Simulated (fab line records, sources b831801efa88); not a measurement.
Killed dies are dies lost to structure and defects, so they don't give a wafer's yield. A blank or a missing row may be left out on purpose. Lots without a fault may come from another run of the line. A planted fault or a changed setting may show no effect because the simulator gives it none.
fab line records | flow sky130
record lots=11 wafers=33 last_day=50
route steps=708 shown VT_ADJUST_HVTP@96 SONOS_ONO@185 GATE_OXIDE@188 RES_PROTECT@214 PAD_OPEN@708
lots that met no fault: from a run of the same line without faults
start_h: hours from the record's first day to the start of the lot's first wafer shown | wait_h: hours since the lot's step before | " the same as in the row above | L1.1+2: a row that stands for several wafers | - no value, or no start given | * or withheld: withheld | < > ~ a bound
route shown NAME@n: a module of which the file shows steps, and the number in the route of the first | usual: mean/standard deviation of fault-free wafers | same: alike in all rows | chamber/n: place in a boat | sites: the reading at each site | _std_site: their standard deviation | _edge_site: outer sites' mean less inner sites' | radius_mm: how far each site lies from the wafer's centre | mask NAME#n: copy n | behind: the tool/chamber that last shaped the wafer | hold: why the lot was held/for how many hours/how that ended | device: the transistor (n, p or np) that didn't switch | end of line: the same wafers' tests at the end of the route | a step without rows: its recipe alone | killed: dies lost to structure and defects at the first sort, not the wafer's yield | map: a wafer's dies, x killed, . not, _ none there
set.NAME: the setting as run; set.NAME@STEP: as run at that earlier step | model.NAME: the simulator's own value behind a step, which no gauge read
steps of the route over a sample of lots; a table a step, a row a wafer
services: from which hour (start_h, from the record's first day; less than 0 if before it) a tool's chamber was out of use, for how many hours, and why
## steps
# step SKY_VT_ADJUST_HVTP_TW_MEAS_11
# usual VT_ADJUST_HVTP_TW=1365/8.5
# columns lot.wafer tool chamber start_h wait_h VT_ADJUST_HVTP_TW
L315.4 film_metro-02 - 129.12 0.1 1367
L315.5 " - " " 1365
L315.6 " - " " 1366
L319.3 film_metro-02 - 155.46 0.1 1368
L319.4 " - " " 1368
L319.6 " - " " 1369
L320.1 film_metro-03 - 160.70 0.1 1367
L320.2 " - " " 1356
L320.3 " - " " 1352
L322.3 film_metro-03 - 169.91 0.1 1382
L322.4 " - " " 1366
L322.6 " - " " 1380
L323.3 film_metro-03 - 174.16 0.1 1378
L323.4 " - " " 1370
L323.6 " - " " 1386
L324.1 film_metro-04 - 178.11 0.1 1353
L324.4 " - " " 1357
L324.6 " - " " 1345
L327.3 film_metro-03 - 203.75 0.1 1363
L327.4 " - " " 1370
L327.6 " - " " 1368
L329.1 film_metro-03 - 206.39 0.1 1363
L329.2 " - " " 1360
L329.5 " - " " 1357
L331.3 film_metro-04 - 226.87 0.1 1357
L331.4 " - " " 1365
L331.5 " - " " 1364
L336.1 film_metro-02 - 269.94 0.1 1379
L336.3 " - " " 1377
L336.6 " - " " 1384
L337.2 film_metro-03 - 273.30 0.1 1357
L337.3 " - " " 1357
L337.6 " - " " 1360
# step SKY_SONOS_ONO_STRIP_17
# recipe chemistry=O2/N2 power_w=1400 pressure_mtorr=1500 platen_temp_c=withheld o2_flow_sccm=3000 n2_flow_sccm=300 overash_fraction=0.5
# usual drypump_motor_current_A=5.9/0.31 o2_flow_sccm=3002/8.7 oes_product_au=0.710/0.004 strip_time_to_endpoint_s=14.12/0.04
# columns lot.wafer tool chamber start_h wait_h drypump_motor_current_A o2_flow_sccm oes_product_au rf_hours_counter_h strip_time_to_endpoint_s
L315.4 plasma_asher-02 1 283.53 0.0 6.2 2991 0.708 - 14.12
L315.5 " 0 " " 5.8 3000 0.712 - 14.15
L315.6 " 1 " " 6.3 2997 0.711 - 14.11
L319.3 plasma_asher-02 0 320.94 0.0 5.9 2992 0.714 - 14.13
L319.4 " 1 " " 6.2 3005 0.711 - 14.12
L319.6 " 0 " " 5.9 2978 0.713 - 14.16
L320.1 plasma_asher-04 0 323.40 0.0 5.6 3000 0.718 20 14.13
L320.2 " 1 " " 6.1 3003 0.708 20 14.14
L320.3 " 0 " " 5.6 3007 0.718 - 14.09
L322.3 plasma_asher-03 0 331.26 0.0 6.1 3001 0.703 - 14.16
L322.4 " 1 " " 5.4 3008 0.709 - 14.16
L322.6 " 1 " " 5.4 3007 0.706 - 14.19
L323.3 plasma_asher-02 1 352.49 0.0 6.3 3009 0.704 - 14.09
L323.4 " 0 " " 5.9 3003 0.715 - 14.11
L323.6 " 0 " " 5.8 2999 0.716 - 14.14
L324.1 plasma_asher-04 1 357.19 0.0 6.1 2995 0.712 23 14.12
L324.4 " 0 " " 5.6 3001 0.705 - 14.11
L324.6 " 1 " " 6.1 3002 0.709 - 14.16
L327.3 plasma_asher-03 0 384.85 0.0 6.1 3015 0.704 - 14.16
L327.4 " 1 " " 5.4 3007 0.708 - 14.13
L327.6 " 0 " " 6.1 3009 0.708 - 14.17
L329.1 plasma_asher-02 0 392.69 0.0 5.9 3004 0.706 71 14.08
L329.2 " 1 " " 6.3 3008 0.715 71 14.11
L329.5 " 0 " " 5.9 3004 0.706 - 14.11
L331.3 plasma_asher-04 0 416.83 0.0 5.6 2995 0.714 - 14.10
L331.4 " 1 " " 6.1 3002 0.714 - 14.07
L331.5 " 1 " " 6.1 2999 0.709 - 14.03
L336.1 plasma_asher-03 0 470.29 0.0 6.1 3003 0.702 4 14.13
L336.3 " 0 " " 6.1 3017 0.703 - 14.16
L336.6 " 1 " " 5.4 2991 0.711 - 14.15
L337.2 plasma_asher-04 1 476.19 0.0 6.1 3012 0.711 36 14.08
L337.3 " 1 " " 6.1 3020 0.712 - 14.13
L337.6 " 0 " " 5.6 2994 0.705 - 14.07
# step SKY_GATE_OXIDE_OXIDATION_01
# recipe temp_c=900 ambient=O2 stabilise_s=600 purge_s=300 target_thk_a=102.68 ox_time_s=1473
# usual zone_power_centre_pct=18.9/0.49
# columns lot.wafer tool chamber start_h wait_h zone_power_centre_pct
L315.4 furnace-01 0 284.52 0.8 19.6
L315.5 " 0 " " 19.4
L315.6 " 0 " " 19.4
L319.3 furnace-02 0 322.14 1.0 18.4
L319.4 " 0 " " 18.4
L319.6 " 0 " " 18.3
L320.1 furnace-01 0 325.04 1.4 19.6
L320.2 " 0 " " 19.3
L320.3 " 0 " " 19.4
L322.3 furnace-01 0 332.05 0.6 19.4
L322.4 " 0 " " 19.1
L322.6 " 0 " " 19.5
L323.3 furnace-02 0 352.66 0.0 18.5
L323.4 " 0 " " 18.2
L323.6 " 0 " " 18.4
L324.1 furnace-02 0 359.63 2.2 18.4
L324.4 " 0 " " 18.7
L324.6 " 0 " " 18.1
L327.3 furnace-02 0 385.17 0.2 18.5
L327.4 " 0 " " 18.5
L327.6 " 0 " " 18.3
L329.1 furnace-01 0 392.90 0.0 19.8
L329.2 " 0 " " 19.2
L329.5 " 0 " " 19.6
L331.3 furnace-01 0 417.01 0.0 19.3
L331.4 " 0 " " 19.3
L331.5 " 0 " " 19.4
L336.1 furnace-02 0 470.56 0.0 18.5
L336.3 " 0 " " 18.5
L336.6 " 0 " " 18.2
L337.2 furnace-02 0 476.40 0.0 18.4
L337.3 " 0 " " 18.6
L337.6 " 0 " " 18.0
# step SKY_GATE_OXIDE_THK_MEAS_02
# recipe reads=SiO2_of_GATE_OXIDE_OXIDATION_01
# usual GATE_OXIDE_OXIDATION_00_THK=10.34/0.23
# columns lot.wafer tool chamber start_h wait_h hold GATE_OXIDE_OXIDATION_00_THK[nm]
L315.4 film_metro-04 - 285.96 0.0 - 10.47
L315.5 " - " " - 10.55
L315.6 " - " " - 10.62
L319.3 film_metro-02 - 323.57 0.0 - 9.86
L319.4 " - " " - 10.07
L319.6 " - " " - 10.02
L320.1 film_metro-02 - 326.45 0.0 - 10.49
L320.2 " - " " - 10.37
L320.3 " - " " - 10.41
L322.3 film_metro-02 - 333.48 0.0 - 10.59
L322.4 " - " " - 10.47
L322.6 " - " " - 10.69
L323.3 film_metro-01 - 354.09 0.0 - 9.83
L323.4 " - " " - 9.94
L323.6 " - " " - 9.80
L324.1 film_metro-01 - 361.14 0.1 - 10.60
L324.4 " - " " - 10.60
L324.6 " - " " - 10.63
L327.3 film_metro-02 - 386.60 0.0 - 10.34
L327.4 " - " " - 10.27
L327.6 " - " " - 10.00
L329.1 film_metro-04 - 394.31 0.0 await_dispo/0.2h/release 9.55
L329.2 " - " " await_dispo/0.2h/release 9.45
L329.5 " - " " await_dispo/0.2h/release 9.76
L329.1 film_metro-04 - 394.54 0.2 - 9.61
L329.2 " - " " - 9.41
L329.5 " - " " - 9.76
L331.3 film_metro-04 - 418.44 0.0 await_dispo/0.2h/release 9.65
L331.4 " - " " await_dispo/0.2h/release 9.39
L331.5 " - " " await_dispo/0.2h/release 9.45
L331.3 film_metro-04 - 418.67 0.2 - 9.65
L331.4 " - " " - 9.47
L331.5 " - " " - 9.46
L336.1 film_metro-04 - 471.96 0.0 - 10.17
L336.3 " - " " - 10.19
L336.6 " - " " - 10.17
L337.2 film_metro-01 - 477.82 0.0 - 10.32
L337.3 " - " " - 10.26
L337.6 " - " " - 10.29
# step SKY_RES_PROTECT_STRIP_07
# recipe chemistry=O2/N2 power_w=1400 pressure_mtorr=1500 platen_temp_c=withheld o2_flow_sccm=3000 n2_flow_sccm=300 overash_fraction=0.5
# usual drypump_motor_current_A=5.90/0.27 o2_flow_sccm=3002/9.7 oes_product_au=0.517/0.0048 strip_time_to_endpoint_s=23.29/0.046
# columns lot.wafer tool chamber start_h wait_h drypump_motor_current_A o2_flow_sccm oes_product_au rf_hours_counter_h strip_time_to_endpoint_s
L315.4 plasma_asher-02 1 341.41 0.1 6.28 3001 0.514 - 23.37
L315.5 " 0 " " 5.86 2997 0.521 - 23.34
L315.6 " 1 " " 6.29 3008 0.519 - 23.38
L319.3 plasma_asher-01 1 380.72 0.1 5.87 2999 0.515 - 23.28
L319.4 " 0 " " 5.58 3011 0.522 - 23.29
L319.6 " 0 " " 5.61 3016 0.515 - 23.21
L320.1 plasma_asher-03 0 386.13 0.1 6.11 2995 0.512 70 23.28
L320.2 " 1 " " 5.43 3012 0.516 70 23.33
L320.3 " 1 " " 5.43 3015 0.520 - 23.31
L322.3 plasma_asher-02 0 396.51 0.1 5.88 3009 0.507 - 23.24
L322.4 " 1 " " 6.27 3006 0.512 - 23.22
L322.6 " 0 " " 5.81 3001 0.521 - 23.27
L323.3 plasma_asher-02 0 416.62 0.1 5.82 3016 0.517 - 23.23
L323.4 " 1 " " 6.28 2988 0.519 - 23.27
L323.6 " 1 " " 6.26 2983 0.521 - 23.26
L324.1 plasma_asher-02 0 423.75 0.1 5.82 2993 0.513 74 23.31
L324.4 " 1 " " 6.25 3009 0.521 - 23.29
L324.6 " 1 " " 6.29 3009 0.518 - 23.29
L327.3 plasma_asher-03 0 452.26 0.1 6.12 3010 0.512 - 23.39
L327.4 " 1 " " 5.42 3001 0.518 - 23.36
L327.6 " 1 " " 5.43 3008 0.520 - 23.35
L329.1 plasma_asher-02 0 459.69 0.1 5.77 2990 0.522 78 23.35
L329.2 " 1 " " 6.29 3015 0.523 78 23.33
L329.5 " 1 " " 6.26 3004 0.521 - 23.35
L331.3 plasma_asher-02 0 483.51 0.1 5.89 2986 0.518 - 23.31
L331.4 " 1 " " 6.24 2993 0.513 - 23.30
L331.5 " 0 " " 5.87 3001 0.513 - 23.32
L336.1 plasma_asher-02 0 535.68 0.1 5.87 3011 0.511 86 23.26
L336.3 " 1 " " 6.27 3008 0.510 - 23.23
L336.6 " 0 " " 5.85 2990 0.522 - 23.20
L337.2 plasma_asher-01 0 542.65 0.1 5.60 2999 0.516 70 23.31
L337.3 " 0 " " 5.59 2994 0.521 - 23.28
L337.6 " 1 " " 5.84 3007 0.520 - 23.34
# step SKY_PAD_OPEN_PROBE_99
# usual killed_at_M0_to_M3=43/6.4 killed_at_M4_up=3.1/2 killed_at_contacts=24/5.2 killed_at_front_end=15/4.3 killed_at_other=0.2/0.48 killed_dies=85/9.7 killed_open=47/6.9 killed_short=38/6.7
# same gross_dies=492 killed_at_back_side=0
# columns lot.wafer tool chamber start_h wait_h killed_at_M0_to_M3 killed_at_M4_up killed_at_contacts killed_at_front_end killed_at_other killed_dies killed_open killed_short
L329.1 prober-02 - 1163.83 0.1 45 4 13 16 1 79 46 33
L329.2 prober-02 - 1163.88 0.1 46 0 25 13 0 84 49 35
L329.5 prober-02 - 1164.03 0.2 47 5 15 24 0 91 53 38
# killed by level:class
L329.1 VIA2:geometric_particle:open=10 VIA3:geometric_particle:open=7 METAL2:geometric_particle:short=6 FIELD_ISO:geometric_particle:short=5 POLY_GATE:geometric_particle:open=5 LI_CONTACT:geometric_particle:open=4 SPACER:geometric_particle:open=4 CONTACT:geometric_particle:open=4
L329.2 VIA2:geometric_particle:open=11 VIA1:geometric_particle:open=10 CONTACT:geometric_particle:open=9 METAL1:geometric_particle:short=7 LI_CONTACT:geometric_particle:open=6 FIELD_ISO:geometric_particle:open=4 LI_CONTACT:geometric_particle:short=4 CONTACT:geometric_particle:short=4
L329.5 VIA3:geometric_particle:open=10 VIA2:geometric_particle:open=10 VIA1:geometric_particle:open=8 FIELD_ISO:geometric_particle:open=6 METAL1:geometric_particle:short=6 FIELD_ISO:geometric_particle:short=5 POLY_GATE:geometric_particle:open=4 LI_CONTACT:geometric_particle:open=4
## services
# columns tool chamber start_h hours kind
furnace-02 - 271.57 3.3 pm
plasma_asher-01 - 285.07 5.1 repair
furnace-01 - 311.86 3.1 pm
plasma_asher-03 - 318.52 3.3 repair
plasma_asher-01 - 353.43 2.8 pm
furnace-01 - 354.39 4.7 pm
furnace-02 - 397.88 3.1 pm
plasma_asher-03 - 421.25 9.0 pm
plasma_asher-03 0 421.25 9.0 vent_cycle
plasma_asher-03 1 421.25 9.0 vent_cycle
plasma_asher-01 - 423.40 14.6 pm
furnace-01 - 424.21 2.5 pm
plasma_asher-03 0 430.25 - clean
plasma_asher-03 1 430.25 - clean
furnace-02 - 439.58 3.9 pm
plasma_asher-01 - 455.26 1.8 repair
furnace-01 - 506.33 8.5 repair
plasma_asher-03 - 509.29 15.6 pm
furnace-01 - 522.37 4.6 pm
furnace-01 - 527.13 18.7 pm
## key
first_sign step=SKY_GATE_OXIDE_THK_MEAS_02 reading=visit direction=added
effect step=SKY_GATE_OXIDE_THK_MEAS_02 reading=GATE_OXIDE_OXIDATION_00_THK direction=down sigmas=3.4 usual=10.34 struck=9.54
met_at SKY_GATE_OXIDE_OXIDATION_01
struck_lots L329,L331
tester_left_out L329,L331
not_acting_at SKY_VT_ADJUST_HVTP_TW_MEAS_11,SKY_SONOS_ONO_STRIP_17,SKY_RES_PROTECT_STRIP_07
fault kind=process_parameter_drift tool=furnace-01 chamber=- onset_h=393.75 steps=SKY_GATE_OXIDE_OXIDATION_01 channel=ox_time_s offset=* shape=step end_h=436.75 acts_in=* stated=*
# tester_left_out: of these lots the tester's yield and bins aren't shown, on N5 and GAA mostly nor the transistor test; their killed dies are dies lost to structure and defects alone, not to doping, threshold or leakage, so they don't give the yield
